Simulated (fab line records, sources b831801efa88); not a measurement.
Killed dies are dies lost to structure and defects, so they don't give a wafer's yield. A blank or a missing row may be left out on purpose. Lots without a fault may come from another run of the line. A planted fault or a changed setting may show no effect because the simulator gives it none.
Which tool did it? | flow sky130 | 14 lots, 42 wafers sampled, at 5 steps of a route of 708

WHAT THE GAUGES READ, wafer by wafer
SKY_LDD_HVP_OVL_MEAS_07.
lot  | measured     | on         | LDD_HVP_OVL (nm)
L407 | day 22 13:32 | overlay-02 | -0.6 -0.8 0.7
L408 | day 22 19:11 | overlay-01 | -0.1 -0.4 -0.4
L409 | day 22 19:45 | overlay-01 | 1.8 0.0 1.1
L410 | day 23 11:21 | overlay-01 | 1.5 -2.1 -0.7
L411 | day 23 18:27 | overlay-01 | 0.0 -0.9 -2.5
L412 | day 23 23:01 | overlay-02 | -1.0 -0.9 0.6
L413 | day 24 04:29 | overlay-02 | -2.6 -3.3 -1.4
L414 | day 24 10:48 | overlay-01 | 0.6 1.2 -1.1
L415 | day 25 01:11 | overlay-02 | -1.9 -2.8 -1.2
L423 | day 27 08:21 | overlay-02 | -2.4 -1.2 0.6
L424 | day 27 15:35 | overlay-02 | -1.0 -2.2 -2.8
L425 | day 27 23:21 | overlay-01 | -1.0 0.3 -1.4
L426 | day 28 10:52 | overlay-01 | 0.2 1.4 2.2
L428 | day 29 00:20 | overlay-02 | -1.7 -0.7 -1.5

SKY_POLY_CUT_CD_MEAS_08: target cd 270 nm.
lot  | measured     | on        | cd_nm (nm)
L407 | day 25 03:57 | cd_sem-01 | 271.3 271.6 272.0
L408 | day 25 10:58 | cd_sem-02 | 270.6 270.7 271.0
L409 | day 25 10:50 | cd_sem-02 | 270.4 271.1 270.9
L410 | day 26 01:16 | cd_sem-01 | 269.3 269.1 269.1
L411 | day 26 08:31 | cd_sem-01 | 271.1 272.6 272.8
L412 | day 26 12:09 | cd_sem-01 | 271.1 271.3 270.1
L413 | day 26 18:44 | cd_sem-01 | 271.0 271.1 271.9
L414 | day 27 00:18 | cd_sem-02 | 269.1 270.1 270.2
L415 | day 27 14:28 | cd_sem-02 | 268.7 269.4 269.6
L423 | day 29 19:34 | cd_sem-01 | 270.8 271.4 269.1
L424 | day 30 01:57 | cd_sem-02 | 257.6 257.2 257.4
L425 | day 30 09:03 | cd_sem-01 | 256.6 257.4 272.5
L426 | day 30 21:20 | cd_sem-01 | 269.5 268.0 268.3
L428 | day 31 12:43 | cd_sem-02 | 271.7 273.2 272.1

SKY_POLY_CUT_OVL_MEAS_09.
lot  | measured     | on         | POLY_CUT_OVL (nm)
L407 | day 25 04:04 | overlay-02 | 1 6 -1
L408 | day 25 11:04 | overlay-02 | 4 6 -3
L409 | day 25 10:56 | overlay-01 | -3 -3 -7
L410 | day 26 01:23 | overlay-02 | -8 -7 -1
L411 | day 26 08:37 | overlay-02 | -4 -10 -11
L412 | day 26 12:15 | overlay-01 | -3 -3 -3
L413 | day 26 18:52 | overlay-02 | -6 -3 1
L414 | day 27 00:25 | overlay-02 | -6 1 -1
L415 | day 27 14:34 | overlay-01 | -8 -6 -7
L423 | day 29 19:41 | overlay-02 | 5 1 -8
L424 | day 30 02:04 | overlay-02 | 10 7 4
L425 | day 30 09:10 | overlay-01 | 0 3 1
L426 | day 30 21:26 | overlay-01 | -3 0 6
L428 | day 31 12:50 | overlay-02 | 5 3 -1

SKY_RES_XHIGH_TW_MEAS_09.
lot  | measured     | on            | RES_XHIGH_TW
L407 | day 27 14:59 | film_metro-03 | 1637 1642 1642
L408 | day 27 22:25 | film_metro-03 | 1642 1641 1640
L409 | day 27 21:56 | film_metro-02 | 1618 1627 1623
L410 | day 28 11:29 | film_metro-02 | 1628 1626 1620
L411 | day 28 17:37 | film_metro-03 | 1650 1654 1644
L412 | day 28 21:19 | film_metro-02 | 1624 1623 1622
L413 | day 29 04:53 | film_metro-03 | 1632 1637 1635
L414 | day 29 09:03 | film_metro-02 | 1631 1632 1632
L415 | day 29 23:25 | film_metro-02 | 1627 1617 1625
L423 | day 32 03:22 | film_metro-03 | 1663 1668 1657
L424 | day 32 09:35 | film_metro-02 | 1604 1604 1609
L425 | day 32 16:41 | film_metro-03 | 1656 1649 1656
L426 | day 33 04:52 | film_metro-02 | 1618 1606 1618
L428 | day 33 19:24 | film_metro-01 | 1644 1645 1646

WHICH TOOL RAN EACH LOT (tool, then ch and the chambers of the sampled wafers, then the start)
lot  | SKY_POLY_CUT_EXPOSE_05
L407 | krf_scanner-01 ch 0, day 24 13:09
L408 | krf_scanner-02 ch 0, day 24 20:05
L409 | krf_scanner-01 ch 0, day 24 19:50
L410 | krf_scanner-01 ch 0, day 25 10:35
L411 | krf_scanner-01 ch 0, day 25 18:01
L412 | krf_scanner-01 ch 0, day 25 22:12
L413 | krf_scanner-01 ch 0, day 26 03:38
L414 | krf_scanner-01 ch 0, day 26 09:57
L415 | krf_scanner-01 ch 0, day 27 00:17
L423 | krf_scanner-01 ch 0, day 29 06:05
L424 | krf_scanner-02 ch 0, day 29 12:40
L425 | krf_scanner-02 ch 0, day 29 19:35
L426 | krf_scanner-01 ch 0, day 30 07:53
L428 | krf_scanner-01 ch 0, day 30 22:32
- SKY_POLY_CUT_EXPOSE_05: exposes mask NPCM, target cd 270 nm.

WHAT THE TOOLS THEMSELVES READ (means of the sampled wafers that have a number; where no wafer has one, the mark that the record gives instead)
The record holds no such reading with a usual standard deviation.

THE ANSWER, worked out from the rows above alone
Rule: what is usual is taken from the lots themselves. Put in order of their means at a reading, lots are off if they are a third of the lots or fewer, leave a main group of 4 or more, and stand apart from it by a gap of 3 or more times the standard deviation of the main group's means; of several such gaps the widest counts. A main group whose means are all the same, to the digits that the tables above print for the reading, isn't used. A lot without any number at a reading at which 4 lots or more have one is off too. The other lots that the step has rows for count as sound. The gauges are gone through in route order, then the tools' own readings, and for those a lot's mean is taken as printed above. The first step at which some lot is off is used, and at that step the reading that is off furthest; a lot without a number counts as furthest.
Off: L424, L425, at SKY_POLY_CUT_CD_MEAS_08 (cd_nm). The main group: mean 270.6 nm, standard deviation 1.1.
A tool fits if, at a process step before that reading, it ran every lot that is off, and no sound lot after the first of them. The gauges at SKY_POLY_CUT_CD_MEAS_08 are tried like those tools. One fits: krf_scanner-02 at SKY_POLY_CUT_EXPOSE_05. Its last sound lot is L408 (day 24 20:05), its first lot that is off L424 (day 29 12:40): a fault that began between those two fits.

WHAT THE SIMULATOR HAD PUT IN
Process parameter drift: krf_scanner-02, from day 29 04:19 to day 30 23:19, at SKY_POLY_CUT_EXPOSE_05. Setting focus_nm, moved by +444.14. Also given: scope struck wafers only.
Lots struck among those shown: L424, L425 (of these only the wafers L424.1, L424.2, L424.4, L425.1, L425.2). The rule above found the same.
